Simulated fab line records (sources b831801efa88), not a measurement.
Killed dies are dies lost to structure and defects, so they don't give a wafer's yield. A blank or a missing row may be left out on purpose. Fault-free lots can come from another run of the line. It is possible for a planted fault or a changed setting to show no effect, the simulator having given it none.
Problem report in the 8D (eight disciplines) form, filled by code / flow gf180mcu / the parts of the form that need people (team, actions taken, sign-off) are left out

1. WHAT IS WRONG
Mean of cd-nm at GF_M4_CD_MEAS_14: 273.9 nm across 6 wafers in 2 lots; on wafers with no fault it is 280.2 nm (standard deviation 1.1). Relative to the usual mean, that is a shift of -5.7 standard deviations.
The step: target cd 280 nm.
The first sign was on wafer L727.2 at day 28 20:56, on cd-sem-01. The record holds 36 wafers of 12 lots with a number at this step. By rule, "out" or "out of limits" means more than 4 standard deviations away from the usual mean. All remaining wafers that have a number are taken as sound.

2. WHAT IT IS, AND WHAT IT ISN'T
question=which readings at this step | is=cd-nm | is not=-
question=which lots | is=L727, L728 | is not=L712, L713, L714, L715, L716, L718, L719, L720, L729, L734
question=which wafers of those lots | is=all that have a number | is not=-
question=read on which gauges | is=cd-sem-01 | is not=cd-sem-02
question=when | is=from day 28 20:56 | is not=up to then (24 sound wafers); but 6 sound wafers of L729, L734 came after

3. THE SUSPECTS, EACH WITH WHAT RULES IT OUT
Counting: any tool at a process step up to the reading is kept as a suspect provided that every lot that is out went through it and no sound lot did after the first of them.
- the gauge at GF_M4_CD_MEAS_14: ruled out. All the wafers that are out were read on cd-sem-01, but those of them that GF_M4_EXPOSE_11 has rows for are out there too, on other tools.
- krf-scanner-01 at GF_M4_EXPOSE_11 (exposes mask Metal4, target cd 280 nm): kept. It ran every lot that is out, first L727 (day 28 10:55), and no sound lot after that; its last sound lot up to then is L718 (day 25 05:57). On those wafers its own readings are out: exposure-dose-mJ-cm2.
The count leaves krf-scanner-01 at GF_M4_EXPOSE_11.

4. THE CAUSE (what the simulator had put in)
Process parameters drifting: krf-scanner-01 at GF_M4_EXPOSE_11, beginning at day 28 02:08. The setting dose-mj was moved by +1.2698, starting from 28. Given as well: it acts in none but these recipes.
The count eliminated every tool but this one.

5. SEQUENCE OF EFFECTS, ordered by route
Rows list readings where the struck wafers' mean (over those with a number) sits beyond 3 standard deviations from the usual. Only readings for which the record gives a usual standard deviation are gone through. hours: the time from each lot's start at the first step in this table that gives one to its start at this step, as a median over the lots. sigmas: the change in usual standard deviations.
hours=0; step=GF_M4_EXPOSE_11; reading=exposure-dose-mJ-cm2; usual=28.08; on struck wafers=29.25; change=+1.17; sigmas=+9.8
hours=10; step=GF_M4_CD_MEAS_14; reading=cd-nm; usual=280.2 nm; on struck wafers=273.9; change=-6.3; sigmas=-5.7
Here are the process steps it includes:
- GF_M4_EXPOSE_11: exposes mask Metal4, target cd 280 nm.

6. HOW IT WOULD HAVE BEEN CAUGHT EARLIER
Counted from the fault's start at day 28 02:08, it took 19 hours until the first out-of-limits reading at a measuring or inspecting step in this record, taken at day 28 20:56.
The tool's own readings at GF_M4_EXPOSE_11 were out on every struck wafer that the step has a row for (exposure-dose-mJ-cm2): an alarm limit on them would have fired on the first of those.
By day 28 20:56 the whole set of lots that are out, 2 in number, had already begun GF_M4_EXPOSE_11 on krf-scanner-01. Tool hold at that time: it would have spared none of them.
